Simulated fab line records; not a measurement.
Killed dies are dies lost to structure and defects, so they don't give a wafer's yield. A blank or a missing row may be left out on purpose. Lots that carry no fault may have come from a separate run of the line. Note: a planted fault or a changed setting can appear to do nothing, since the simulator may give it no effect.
Which of the tools did it? || flow gf180mcu || 6 lots, 18 wafers sampled, at 2 steps of a route of 602

== WHAT THE GAUGES READ, wafer by wafer ==
GF_VT_IMPLANT_RS_MEAS_46: a four-point-probe measurement.
{"lot": "L706", "measured": "day 8 01:07", "on": "film metro-01", "MVSD_RS (ohm/sq)": "458.5 458.5 459.3"}
{"lot": "L708", "measured": "day 8 19:04", "on": "film metro-03", "MVSD_RS (ohm/sq)": "456.6 456.5 458.1"}
{"lot": "L716", "measured": "day 11 03:45", "on": "film metro-03", "MVSD_RS (ohm/sq)": "456.5 457.0 456.5"}
{"lot": "L718", "measured": "day 11 19:13", "on": "film metro-03", "MVSD_RS (ohm/sq)": "447.8 447.5 448.0"}
{"lot": "L720", "measured": "day 12 07:26", "on": "film metro-03", "MVSD_RS (ohm/sq)": "458.5 459.3 457.2"}
{"lot": "L723", "measured": "day 13 08:20", "on": "film metro-03", "MVSD_RS (ohm/sq)": "455.1 456.2 457.2"}

== WHAT TOOL EACH LOT RAN ON (gives the tool, then ch and the chambers of the sampled wafers, and finally the start) ==
{"lot": "L706", "GF_MVSD_IMPLANT_09": "implanter-03 ch 0, day 4 20:37"}
{"lot": "L708", "GF_MVSD_IMPLANT_09": "implanter-04 ch 0, day 5 09:50"}
{"lot": "L716", "GF_MVSD_IMPLANT_09": "implanter-04 ch 0, day 7 07:10"}
{"lot": "L718", "GF_MVSD_IMPLANT_09": "implanter-03 ch 0, day 7 20:29"}
{"lot": "L720", "GF_MVSD_IMPLANT_09": "implanter-04 ch 0, day 8 07:48"}
{"lot": "L723", "GF_MVSD_IMPLANT_09": "implanter-02 ch 0, day 9 05:31"}
- GF_MVSD_IMPLANT_09

== THE ANSWER, worked out from the rows above alone ==
Rule: what is usual is taken from the lots themselves. The widest of any qualifying gaps counts: lots, ordered by their means at a reading, are off when they make up no more than a third of the lots, leave a main group of 4 or more, and stand apart from it by 3 or more times the standard deviation of that group's means. The tables above print the reading to a certain number of digits; a main group whose means all agree to those digits is not used. Also off: a lot with no number at a reading for which 4 or more lots have one. All remaining lots with rows at the step are treated as sound.
Off: at GF_VT_IMPLANT_RS_MEAS_46 (MVSD_RS), L718. Main group: mean 457.4 ohm/sq, sd 0.99.
If a tool, at a process step before that reading, ran all the lots that are off and no sound lot after the first of them, it fits. Gauges at GF_VT_IMPLANT_RS_MEAS_46: tried the same way as those tools. One candidate fits, namely implanter-03 at GF_MVSD_IMPLANT_09. Its last sound lot is L706 (day 4 20:37), its first lot that is off L718 (day 7 20:29): a fault that began between those two fits.

== WHAT HAD BEEN PUT IN BY THE SIMULATOR ==
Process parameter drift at GF_MVSD_IMPLANT_09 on implanter-03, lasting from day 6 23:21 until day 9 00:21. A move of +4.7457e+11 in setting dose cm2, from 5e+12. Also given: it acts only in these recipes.
Lots struck among those shown: L718. The rule above found the same.
